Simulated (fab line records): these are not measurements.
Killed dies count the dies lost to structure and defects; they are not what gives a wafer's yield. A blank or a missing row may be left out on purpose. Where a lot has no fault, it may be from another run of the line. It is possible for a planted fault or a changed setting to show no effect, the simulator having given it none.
Problem report in the 8D (eight disciplines) form, filled by code | flow sky130 | the parts of the form that need people (team, actions taken, sign-off) are left out

1. THE ISSUE
Mean of strip time to endpoint s at SKY_VIA4_STRIP_13: 10.91 s across 6 wafers in 2 lots; on wafers with no fault it is 12.81 s (standard deviation 0.036). Measured from the usual mean, that is -53 standard deviations.
The step: strips in O2/N2.
First seen on wafer L432.1, day 47 12:08, on plasma asher-01. The record holds 33 wafers of 11 lots with a number at this step. By rule, "out" or "out of limits" means more than 4 standard deviations away from the usual mean. Any other wafer with a number is counted as sound.

2. WHAT IT IS; WHAT IT IS NOT
question                    | is                                       | is not
which readings at this step | strip time to endpoint s, oes product au | drypump motor current A
which lots                  | L432, L434                               | L414, L415, L416, L418, L419, L423, L424, L426, L437
which wafers of those lots  | all that have a number                   | -
read on which tools         | plasma asher-01, plasma asher-04         | plasma asher-02
when                        | from day 47 12:08                        | up to then (24 sound wafers); but 3 sound wafers of L437 came after

3. THE SUSPECTS, EACH WITH WHAT RULES IT OUT
Counting: any tool at a process step up to the reading is kept as a suspect provided that every lot that is out went through it and no sound lot did after the first of them.
- litho track-04 at SKY_VIA4_COAT_06 (resist thk 1140 nm): kept. It ran every lot that is out, first L432 (day 47 02:16), and no sound lot after that; its last sound lot up to then is L423 (day 45 02:37).
After counting, what remains is litho track-04 at SKY_VIA4_COAT_06.

4. THE CAUSE (what the simulator had put in)
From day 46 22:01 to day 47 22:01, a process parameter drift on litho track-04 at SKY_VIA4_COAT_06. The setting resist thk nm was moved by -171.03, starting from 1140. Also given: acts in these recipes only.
Only this tool survived the counting.

5. THE EFFECT CHAIN, in route order
One row per reading whose mean, taken over the struck wafers that have a number, lies over 3 standard deviations from the usual. Readings are gone through only where the record gives a usual standard deviation; hours: the median, over the lots, of the time from a lot's start at the first step in this table giving one to that lot's start at this step; sigmas: the change measured in usual standard deviations.
hours | step              | reading                  | usual      | on struck wafers | change | sigmas
0     | SKY_VIA4_STRIP_13 | oes product au           | 0.709 a.u. | 0.677            | -0.032 | -7.0
0     | SKY_VIA4_STRIP_13 | strip time to endpoint s | 12.81 s    | 10.91            | -1.90  | -53
It contains these process steps:
- SKY_VIA4_STRIP_13: strips in O2/N2.

6. HOW IT WOULD HAVE BEEN CAUGHT EARLIER
In this record no reading fell out of limits until day 47 12:08, 14 hours after the fault had begun at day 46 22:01.
Of the tool readings at SKY_VIA4_COAT_06 for which the record gives a usual standard deviation, none was out on any struck wafer, so an alarm limit of 4 standard deviations on them would not have fired.
L434, from the lots that are out (2), started SKY_VIA4_COAT_06 on litho track-04 later than day 47 12:08. A tool hold placed at that time would have kept it from harm.
